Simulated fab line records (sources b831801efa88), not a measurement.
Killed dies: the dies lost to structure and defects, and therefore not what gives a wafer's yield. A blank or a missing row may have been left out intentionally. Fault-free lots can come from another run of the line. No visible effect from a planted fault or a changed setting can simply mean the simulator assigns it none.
fab line records ; flow sky130
record: lots: 7; wafers: 21; last-day: 50
route steps=708 shown METAL3@569 VIA3@573 PAD_OPEN@708
lots untouched by any fault: they come from a run of this same line in which no faults occurred
start-h: hours from the record's first day to the start of the lot's first wafer shown ; wait-h: hours from the lot's prior step to this one ; " as in the row above ; L1.1+2: a single row standing in for several wafers ; - no value, or no start was given ; * or withheld: withheld ; < > ~ a bound
route shown NAME@n: a module of which the file shows steps, and the number in the route of the first ; usual: mean/standard deviation of fault-free wafers ; same: alike in all rows ; chamber/n: place in a boat ; sites: per-site readings ; _std_site: the values' standard deviation ; _edge_site: outer sites' mean less inner sites' ; radius-mm: how far each site lies from the wafer's centre ; mask NAME#n: copy n ; behind: tool/chamber where the wafer was last shaped ; hold: why the lot was held/for how many hours/how that ended ; device: transistor that didn't switch, given as n, p or np ; end of line: the route-end tests of the same wafers ; a step without rows: its recipe alone ; killed: count of dies lost to structure and defects at first sort (not the wafer's yield) ; map: a wafer's dies, marking killed ones x, the rest . and places with no die _
set.NAME: setting as actually run; set.NAME@STEP: the setting as run at that earlier step ; model.NAME: the simulator's own value behind a step, which no gauge read
certain route steps with their lots: each step a table, each wafer a row
services: from which hour (start-h, from the record's first day; less than 0 if before it) a tool's chamber was out of use, for how many hours, and why
== steps ==
step: SKY_METAL3_STRIP_19
recipe: chemistry: O2/N2; power-w: 1400; pressure-mtorr: 1500; platen-temp-c: withheld; o2-flow-sccm: 3000; n2-flow-sccm: 300; overash-fraction: 0.5
usual: drypump-motor-current-A: 5.8/0.36; o2-flow-sccm: 3002/7.9; oes-product-au: 0.501/0.0058; strip-time-to-endpoint-s: 6.51/0.082
lot.wafer;tool;chamber;start-h;wait-h;drypump-motor-current-A;o2-flow-sccm;oes-product-au;rf-hours-counter-h;strip-time-to-endpoint-s
L393.1;plasma-asher-01;0;937.44;0.1;6.1;2991;0.501;78;6.46
L393.2;plasma-asher-01;1;937.44;0.1;5.5;2998;0.495;78;6.43
L393.6;plasma-asher-01;1;937.44;0.1;5.4;2991;0.505;-;6.46
L395.1;plasma-asher-04;1;954.61;0.1;6.3;3000;0.502;25;6.39
L395.2;plasma-asher-04;0;954.61;0.1;5.4;3005;0.495;25;6.43
L395.5;plasma-asher-04;1;954.61;0.1;6.3;2999;0.496;-;6.47
L400.2;plasma-asher-04;0;992.62;0.1;5.4;3004;0.500;29;6.32
L400.3;plasma-asher-04;1;992.62;0.1;6.3;3006;0.505;-;6.56
L400.4;plasma-asher-04;0;992.62;0.1;5.3;2999;0.492;-;6.41
L401.1;plasma-asher-01;1;996.52;0.1;5.4;2999;0.494;85;6.39
L401.3;plasma-asher-01;1;996.52;0.1;5.4;2999;0.494;-;6.47
L401.4;plasma-asher-01;0;996.52;0.1;6.1;2986;0.499;-;6.42
L402.2;plasma-asher-01;0;1001.11;0.1;6.1;3000;0.502;85;6.56
L402.3;plasma-asher-01;0;1001.11;0.1;6.1;3007;0.500;-;6.46
L402.4;plasma-asher-01;1;1001.11;0.1;5.4;3000;0.501;-;6.48
L408.1;plasma-asher-04;1;1039.74;0.1;6.3;2998;0.506;34;6.51
L408.3;plasma-asher-04;0;1039.74;0.1;5.4;2997;0.506;-;6.54
L408.6;plasma-asher-04;1;1039.74;0.1;6.3;3002;0.503;-;6.53
L410.1;plasma-asher-04;1;1055.77;0.1;6.3;3012;0.496;35;6.62
L410.2;plasma-asher-04;0;1055.77;0.1;5.4;3000;0.493;35;6.52
L410.3;plasma-asher-04;0;1055.77;0.1;5.4;2997;0.499;-;6.46
step: SKY_METAL3_STRIP_20
recipe: chemistry: post-etch-residue-remover; time-s: 1200; temp-c: 72.5
step: SKY_METAL3_CLEAN_21
recipe: chemistry: IPA; time-s: 180; temp-c: 25
step: SKY_METAL3_CLEAN_22
recipe: chemistry: O3/DIW; dry: n2-spin
step: SKY_VIA3_HDPCVD_00
recipe: material: SiO2; target-thk-nm: 1635; sigma-open-frac: 0.3; time-s: 272.5; temp-c: 400; sih4-flow-sccm: 60; pressure-mtorr: 6
step: SKY_VIA3_THK_MEAS_01
recipe: reads: SiO2_of_VIA3_HDPCVD_00
usual: VIA3_HDPCVD_THK: 1630/17
lot.wafer;tool;chamber;start-h;wait-h;VIA3_HDPCVD_THK[nm]
L393.1;film-metro-02;-;938.28;0.1;1606
L393.2;film-metro-02;-;938.28;0.1;1622
L393.6;film-metro-02;-;938.28;0.1;1609
L395.1;film-metro-03;-;955.37;0.1;1642
L395.2;film-metro-03;-;955.37;0.1;1613
L395.5;film-metro-03;-;955.37;0.1;1630
L400.2;film-metro-04;-;993.39;0.1;1628
L400.3;film-metro-04;-;993.39;0.1;1632
L400.4;film-metro-04;-;993.39;0.1;1612
L401.1;film-metro-04;-;997.29;0.1;1634
L401.3;film-metro-04;-;997.29;0.1;1601
L401.4;film-metro-04;-;997.29;0.1;1619
L402.2;film-metro-04;-;1001.89;0.1;1610
L402.3;film-metro-04;-;1001.89;0.1;1636
L402.4;film-metro-04;-;1001.89;0.1;1611
L408.1;film-metro-04;-;1040.51;0.1;1606
L408.3;film-metro-04;-;1040.51;0.1;1650
L408.6;film-metro-04;-;1040.51;0.1;1638
L410.1;film-metro-02;-;1056.53;0.1;1670
L410.2;film-metro-02;-;1056.53;0.1;1640
L410.3;film-metro-02;-;1056.53;0.1;1650
step: SKY_VIA3_CMP_02
recipe: material: SiO2; down-force-psi: 4; platen-rpm: 60; pad-velocity-m-s: 0.94248
usual: motor-current-A: 11.9/0.54
lot.wafer;tool;chamber;start-h;wait-h;motor-current-A
L393.2;cmp-02;0;938.34;0.0;12.1
L393.1;cmp-02;3;938.34;0.0;11.7
L393.6;cmp-02;1;938.34;0.0;11.5
L395.1;cmp-01;2;955.53;0.1;11.3
L395.2;cmp-01;3;955.53;0.1;13.0
L395.5;cmp-01;0;955.53;0.1;12.6
L400.3;cmp-01;1;993.71;0.3;12.4
L400.2;cmp-01;2;993.71;0.3;11.4
L400.4;cmp-01;3;993.71;0.3;12.8
L401.4;cmp-01;2;998.26;0.9;10.8
L401.1;cmp-01;3;998.26;0.9;12.1
L401.3;cmp-01;0;998.26;0.9;12.2
L402.2;cmp-01;0;1001.94;0.0;12.6
L402.4;cmp-01;2;1001.94;0.0;11.5
L402.3;cmp-01;3;1001.94;0.0;12.7
L408.3;cmp-02;1;1040.67;0.1;11.7
L408.1;cmp-02;2;1040.67;0.1;11.2
L408.6;cmp-02;3;1040.67;0.1;12.1
L410.2;cmp-01;3;1056.59;0.0;13.1
L410.3;cmp-01;0;1056.59;0.0;11.7
L410.1;cmp-01;1;1056.59;0.0;12.2
step: SKY_VIA3_BOW_MEAS_03
recipe: mode: bow
usual: VIA3_BOW: 81/7.4
lot.wafer;tool;chamber;start-h;wait-h;VIA3_BOW[um]
L393.1;film-metro-02;-;938.64;0.1;85
L393.2;film-metro-02;-;938.64;0.1;92
L393.6;film-metro-02;-;938.64;0.1;87
L395.1;film-metro-03;-;955.73;0.1;78
L395.2;film-metro-03;-;955.73;0.1;83
L395.5;film-metro-03;-;955.73;0.1;77
L400.2;film-metro-02;-;994.03;0.2;93
L400.3;film-metro-02;-;994.03;0.2;75
L400.4;film-metro-02;-;994.03;0.2;79
L401.1;film-metro-02;-;998.56;0.2;80
L401.3;film-metro-02;-;998.56;0.2;69
L401.4;film-metro-02;-;998.56;0.2;68
L402.2;film-metro-03;-;1002.26;0.3;85
L402.3;film-metro-03;-;1002.26;0.3;81
L402.4;film-metro-03;-;1002.26;0.3;72
L408.1;film-metro-04;-;1040.87;0.1;94
L408.3;film-metro-04;-;1040.87;0.1;79
L408.6;film-metro-04;-;1040.87;0.1;82
L410.1;film-metro-02;-;1056.89;0.1;76
L410.2;film-metro-02;-;1056.89;0.1;76
L410.3;film-metro-02;-;1056.89;0.1;84
step: SKY_VIA3_DEHYDRATE_04
recipe: temp-c: 200; time-s: 60
step: SKY_VIA3_HMDS_05
recipe: prime-time-s: 60; prime-temp-c: 120
step: SKY_VIA3_COAT_06
recipe: resist: BARC; temp-c: withheld; time-s: withheld; spin-rpm: 3000; resist-thk-nm: 60
step: SKY_VIA3_COAT_07
recipe: resist: KrF-thick; spin-rpm: 3000; resist-thk-nm: 450
step: SKY_VIA3_SOFTBAKE_08
recipe: temp-c: 100; time-s: 90; resist: KrF-thick
usual: heater-power-total-W: 57.36/0.11; run-length-s: 119.07/0.22
lot.wafer;tool;chamber;start-h;wait-h;heater-power-total-W;run-length-s
L393.1;litho-track-01;0;950;-;57.46;119.14
L393.2;litho-track-01;0;950;-;57.49;118.90
L393.6;litho-track-01;0;950;-;57.28;119.07
L395.1;litho-track-02;0;967;-;57.25;119.20
L395.2;litho-track-02;0;967;-;57.45;119.13
L395.5;litho-track-02;0;968;-;57.47;119.12
L400.2;litho-track-02;0;1005;-;58.33;114.21
L400.3;litho-track-02;0;1005;-;58.38;114.40
L400.4;litho-track-02;0;1005;-;58.55;114.38
L401.1;litho-track-02;0;1009;-;58.37;114.32
L401.3;litho-track-02;0;1009;-;58.46;114.41
L401.4;litho-track-02;0;1009;-;58.51;114.43
L402.2;litho-track-02;0;1012;-;58.23;114.56
L402.3;litho-track-02;0;1012;-;58.62;114.21
L402.4;litho-track-02;0;1013;-;58.37;114.24
L408.1;litho-track-01;0;1051;-;57.49;119.34
L408.3;litho-track-01;0;1051;-;57.27;118.91
L408.6;litho-track-01;0;1051;-;57.13;118.94
L410.1;litho-track-01;0;1068;-;57.16;119.07
L410.2;litho-track-01;0;1068;-;57.20;119.02
L410.3;litho-track-01;0;1068;-;57.28;119.04
step: SKY_VIA3_EXPOSE_09
recipe: mask-id: VIM3; na: 0.8; source-shape: annular; sigma-inner: 0.55; sigma-outer: 0.85; target-cd-nm: 200; dose-mj: 38
step: SKY_PAD_OPEN_PROBE_99
usual: defect-limited-yield: 82.6/1.8; killed_at_M0_to_M3: 43/6.6; killed_at_M4_up: 3.4/1.8; killed-at-contacts: 24/4.9; killed-at-front-end: 15/4.1; killed-at-other: 0.3/0.55; killed-dies: 85/8.8; killed-open: 46/6.1; killed-short: 39/5.7; sort_bin_3_pad_short: 0.9/0.41; sort_bin_5_function: 10.1/1.5; sort_bin_6_memory: 6.4/1; sort-n-pass: 407/8.8; sort-yield-pct: 82.6/1.8
same: gross-dies: 492; killed-at-back-side: 0; sort_bin_4_leakage[%]: 0; sort_bin_8_speed[%]: 0
lot.wafer;tool;chamber;start-h;wait-h;defect-limited-yield[%];killed_at_M0_to_M3;killed_at_M4_up;killed-at-contacts;killed-at-front-end;killed-at-other;killed-dies;killed-open;killed-short;sort_bin_3_pad_short[%];sort_bin_5_function[%];sort_bin_6_memory[%];sort-n-pass;sort-yield-pct[%]
L393.1;prober-01;-;1104.39;0.1;85.4;39;1;25;7;0;72;39;33;0.8;7.5;6.3;420;85.4
L393.2;prober-01;-;1104.44;0.1;82.3;47;5;23;12;0;87;48;39;1.0;8.7;7.9;405;82.3
L393.6;prober-01;-;1104.64;0.2;86.0;28;3;21;17;0;69;40;29;1.0;6.5;6.5;423;86.0
L395.1;prober-01;-;1121.72;0.1;81.5;46;4;27;13;1;91;49;39;0.6;11.4;6.5;401;81.5
L395.2;prober-01;-;1121.77;0.1;81.3;47;2;30;13;0;92;45;45;1.0;10.4;7.3;400;81.3
L395.5;prober-01;-;1121.92;0.2;82.9;48;1;27;8;0;84;41;43;1.0;9.8;6.3;408;82.9
L400.2;prober-02;-;1149.46;0.1;83.1;35;3;31;14;0;83;49;34;0.4;9.3;7.1;409;83.1
L400.3;prober-02;-;1149.51;0.2;82.7;45;2;19;19;0;85;45;40;0.8;9.1;7.3;407;82.7
L400.4;prober-02;-;1149.56;0.2;83.3;51;1;17;13;0;82;46;36;0.4;9.1;7.1;410;83.3
L401.1;prober-01;-;1151.88;0.1;79.5;55;3;20;23;0;101;56;45;1.2;13.0;6.3;391;79.5
L401.3;prober-01;-;1151.98;0.2;80.5;46;4;22;22;2;96;45;50;0.8;11.2;7.5;396;80.5
L401.4;prober-01;-;1152.03;0.2;82.7;48;3;18;15;1;85;36;48;0.2;10.6;6.5;407;82.7
L402.2;prober-02;-;1155.25;0.1;81.9;49;3;26;11;0;89;50;39;1.6;9.3;7.1;403;81.9
L402.3;prober-02;-;1155.30;0.2;84.6;41;3;22;10;0;76;46;30;0.8;7.5;7.1;416;84.6
L402.4;prober-02;-;1155.35;0.2;84.1;38;1;27;12;0;78;37;41;0.6;8.3;6.9;414;84.1
L410.1;prober-02;-;1198.16;0.1;83.9;41;8;21;9;0;79;43;35;0.6;11.0;4.5;413;83.9
L410.2;prober-02;-;1198.21;0.1;80.5;47;5;30;14;0;96;48;48;0.8;12.0;6.7;396;80.5
L410.3;prober-02;-;1198.26;0.2;80.5;58;2;18;18;0;96;55;40;0.8;10.8;7.9;396;80.5
killed by level:class
L393.1 CONTACT:geometric-particle:open=13 VIA1:geometric-particle:open=12 METAL1:geometric-particle:short=11 METAL2:geometric-particle:short=6 CONTACT:geometric-particle:short=5 LI_CONTACT:geometric-particle:short=4 VIA1:geometric-particle:short=3 LI_CONTACT:geometric-particle:open=3
L393.2 VIA1:geometric-particle:open=11 CONTACT:geometric-particle:open=11 VIA2:geometric-particle:open=8 VIA3:geometric-particle:short=7 METAL2:geometric-particle:short=7 VIA1:geometric-particle:short=6 LI_CONTACT:geometric-particle:open=6 POLY_GATE:geometric-particle:short=5
L393.6 CONTACT:geometric-particle:open=8 LI_CONTACT:geometric-particle:open=7 VIA3:geometric-particle:open=5 FIELD_ISO:geometric-particle:open=4 FIELD_ISO:geometric-particle:short=4 POLY_GATE:geometric-particle:short=4 METAL1:geometric-particle:short=4 VIA2:geometric-particle:open=4
L395.1 CONTACT:geometric-particle:open=9 LI_CONTACT:geometric-particle:open=8 VIA1:geometric-particle:open=8 VIA1:geometric-particle:short=7 VIA2:geometric-particle:open=7 LOCAL_INTERCONNECT:geometric-particle:short=6 METAL1:geometric-particle:short=6 METAL2:geometric-particle:open=4
L395.2 VIA1:geometric-particle:open=14 LI_CONTACT:geometric-particle:open=8 CONTACT:geometric-particle:short=8 CONTACT:geometric-particle:open=8 VIA2:geometric-particle:open=7 METAL1:geometric-particle:short=5 VIA1:geometric-particle:short=5 VIA3:geometric-particle:open=5
L395.5 CONTACT:geometric-particle:open=12 METAL2:geometric-particle:short=7 VIA1:geometric-particle:open=7 VIA1:geometric-particle:short=6 LI_CONTACT:geometric-particle:open=6 VIA3:geometric-particle:open=6 METAL1:geometric-particle:short=6 LOCAL_INTERCONNECT:geometric-particle:short=5
L400.2 VIA1:geometric-particle:open=12 CONTACT:geometric-particle:open=11 LI_CONTACT:geometric-particle:open=8 LOCAL_INTERCONNECT:geometric-particle:short=8 VIA2:geometric-particle:open=6 METAL1:geometric-particle:short=5 VIA3:geometric-particle:open=5 FIELD_ISO:geometric-particle:open=3
L400.3 VIA1:geometric-particle:open=13 METAL1:geometric-particle:short=7 FIELD_ISO:geometric-particle:open=6 LOCAL_INTERCONNECT:geometric-particle:short=6 VIA3:geometric-particle:short=5 VIA2:geometric-particle:open=5 CONTACT:geometric-particle:open=5 VIA3:geometric-particle:open=5
L400.4 VIA1:geometric-particle:open=16 VIA2:geometric-particle:open=9 METAL2:geometric-particle:short=9 METAL1:geometric-particle:short=6 CONTACT:geometric-particle:open=5 LI_CONTACT:geometric-particle:open=5 VIA3:geometric-particle:open=5 FIELD_ISO:geometric-particle:short=4
L401.1 VIA1:geometric-particle:open=11 METAL2:geometric-particle:short=10 LI_CONTACT:geometric-particle:open=9 VIA3:geometric-particle:open=8 POLY_GATE:geometric-particle:open=7 VIA2:geometric-particle:open=7 FIELD_ISO:geometric-particle:open=6 SPACER:geometric-particle:short=5
L401.3 VIA1:geometric-particle:open=9 METAL1:geometric-particle:short=7 FIELD_ISO:geometric-particle:open=5 LOCAL_INTERCONNECT:geometric-particle:short=5 VIA1:geometric-particle:short=5 VIA3:geometric-particle:short=5 VIA3:geometric-particle:open=5 FIELD_ISO:geometric-particle:short=4
L401.4 METAL1:geometric-particle:short=10 METAL2:geometric-particle:short=8 VIA2:geometric-particle:open=8 VIA1:geometric-particle:short=7 CONTACT:geometric-particle:open=6 LOCAL_INTERCONNECT:geometric-particle:short=5 VIA1:geometric-particle:open=5 POLY_GATE:geometric-particle:open=4
L402.2 VIA1:geometric-particle:open=16 CONTACT:geometric-particle:open=8 LI_CONTACT:geometric-particle:open=7 METAL2:geometric-particle:short=7 CONTACT:geometric-particle:short=6 VIA1:geometric-particle:short=5 VIA2:geometric-particle:open=5 VIA3:geometric-particle:open=4
L402.3 CONTACT:geometric-particle:open=13 VIA1:geometric-particle:open=8 VIA3:geometric-particle:open=7 METAL1:geometric-particle:short=6 VIA2:geometric-particle:open=5 VIA1:geometric-particle:short=5 METAL2:geometric-particle:short=4 CONTACT:geometric-particle:short=4
L402.4 LI_CONTACT:geometric-particle:open=7 FIELD_ISO:geometric-particle:short=6 CONTACT:geometric-particle:open=6 VIA1:geometric-particle:open=6 METAL2:geometric-particle:short=6 LOCAL_INTERCONNECT:geometric-particle:short=5 VIA2:geometric-particle:open=5 LI_CONTACT:geometric-particle:short=4
L410.1 VIA1:geometric-particle:open=9 VIA3:geometric-particle:open=9 CONTACT:geometric-particle:open=8 METAL4:geometric-particle:short=7 LOCAL_INTERCONNECT:geometric-particle:short=6 METAL2:geometric-particle:short=6 VIA2:geometric-particle:open=5 SPACER:geometric-particle:open=4
L410.2 CONTACT:geometric-particle:short=12 VIA1:geometric-particle:open=11 CONTACT:geometric-particle:open=8 METAL2:geometric-particle:short=7 VIA3:geometric-particle:open=7 LI_CONTACT:geometric-particle:open=6 VIA2:geometric-particle:open=6 VIA1:geometric-particle:short=5
L410.3 VIA1:geometric-particle:open=14 FIELD_ISO:geometric-particle:short=9 VIA2:geometric-particle:open=9 VIA3:geometric-particle:open=8 CONTACT:geometric-particle:open=6 METAL3:geometric-particle:short=6 LI_CONTACT:geometric-particle:open=5 FIELD_ISO:geometric-particle:open=4
== services ==
tool;chamber;start-h;hours;kind
cmp-01;-;919.58;4.0;pm
cmp-01;-;923.58;-;consumable-replace:conditioner
cmp-01;-;923.58;-;consumable-replace:pad
plasma-asher-04;-;938.03;1.4;repair
cmp-01;-;945.36;1.8;repair
cmp-02;-;982.01;14.5;pm
cmp-01;-;994.02;3.9;repair
cmp-02;-;1005.25;2.3;repair
cmp-02;-;1009.93;3.9;pm
cmp-01;-;1026.63;5.9;repair
plasma-asher-04;-;1045.38;0.8;repair
cmp-01;-;1047.98;2.3;repair
cmp-02;-;1048.48;0.8;repair
cmp-02;-;1053.92;5.8;pm
plasma-asher-04;-;1056.93;0.5;repair
cmp-01;-;1059.84;5.9;pm
plasma-asher-04;-;1068.40;0.5;repair
== key ==
first-sign: step: SKY_VIA3_SOFTBAKE_08; reading: run-length-s; direction: down; sigmas: 21; usual: *; struck: *
effect: step: SKY_VIA3_SOFTBAKE_08; reading: heater-power-total-W; direction: up; sigmas: 9.3; usual: *; struck: *
met-at SKY_VIA3_SOFTBAKE_08
struck-wafers L400.2,L400.3,L400.4,L401.1,L401.3,L401.4,L402.2,L402.3,L402.4
onset-between 967 1005
fault: kind: process-parameter-drift; tool: litho-track-02; chamber: -; onset-h: 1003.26; steps: SKY_VIA3_SOFTBAKE_08; channel: time-s; offset: *; shape: step; end-h: 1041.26; acts-in: *; stated: *
